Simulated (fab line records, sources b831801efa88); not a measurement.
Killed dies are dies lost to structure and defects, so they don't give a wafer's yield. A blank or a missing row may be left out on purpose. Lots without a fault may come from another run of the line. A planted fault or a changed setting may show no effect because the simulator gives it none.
Chamber matching | flow sky130 | SKY_VIA4_CMP_02 on cmp-02: 4 sister chambers
The step polishes SiO2. 8 wafers are shown with their chamber, then 12 later ones without.

WAFERS WITH THEIR CHAMBER
wafer  | chamber | motor_current_A (A) | head_pressure_psi (psi)
L082.1 | 0       | 13.1                | 4.006
L085.1 | 0       | 12.7                | 3.981
L086.1 | 2       | 10.9                | 4.017
L086.3 | 3       | 11.3                | 3.996
L086.6 | 1       | 11.3                | 4.005
L088.1 | 2       | 10.8                | 3.996
L088.3 | 1       | 10.7                | 3.986
L088.6 | 3       | 12.0                | 4.012

WAFERS WITHOUT THEIR CHAMBER
wafer  | motor_current_A (A) | head_pressure_psi (psi)
L091.3 | 12.6                | 3.996
L091.4 | 13.4                | 4.005
L091.5 | 13.2                | 4.003
L092.1 | 12.4                | 3.994
L092.4 | 11.1                | 3.999
L092.5 | 11.5                | 3.993
L094.3 | 12.7                | 4.008
L094.4 | 11.5                | 3.996
L094.6 | 11.1                | 3.982
L097.1 | 11.6                | 3.996
L097.5 | 12.2                | 4.020
L097.6 | 11.1                | 4.021

WHICH CHAMBER EACH WENT THROUGH
wafer  | from the rows above               | in truth
L091.3 | can't be placed: 0 or 3           | 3
L091.4 | 0                                 | 0
L091.5 | 0                                 | 0
L092.1 | can't be placed: 0 or 3           | 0
L092.4 | can't be placed: 1 or 2 or 3      | 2
L092.5 | can't be placed: 3 or 1 or 2      | 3
L094.3 | can't be placed: 0 or 3           | 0
L094.4 | can't be placed: 3 or 1 or 2      | 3
L094.6 | can't be placed: 1 or 2 or 3      | 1
L097.1 | can't be placed: 3 or 1 or 2      | 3
L097.5 | can't be placed: 3 or 0 or 1 or 2 | 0
L097.6 | can't be placed: 2 or 1 or 3      | 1
Placed correctly: 2 of 12. Can't be placed from these rows: 10 (the true chamber is among the candidates in 10). Placed wrongly: 0.
How it was worked out, from the rows above alone: a wafer's distance from a chamber is the root of the sum, over the readings, of the square of ((its reading less the chamber's mean) divided by the reading's scatter). The wafer belongs to the nearest chamber; if the next one is less than 2 further off, it can't be placed. A chamber's mean is the mean of its shown wafers. The scatter: the root of (the sum of the squares of (reading less its chamber's mean) over the shown wafers, divided by (wafers less chambers)).
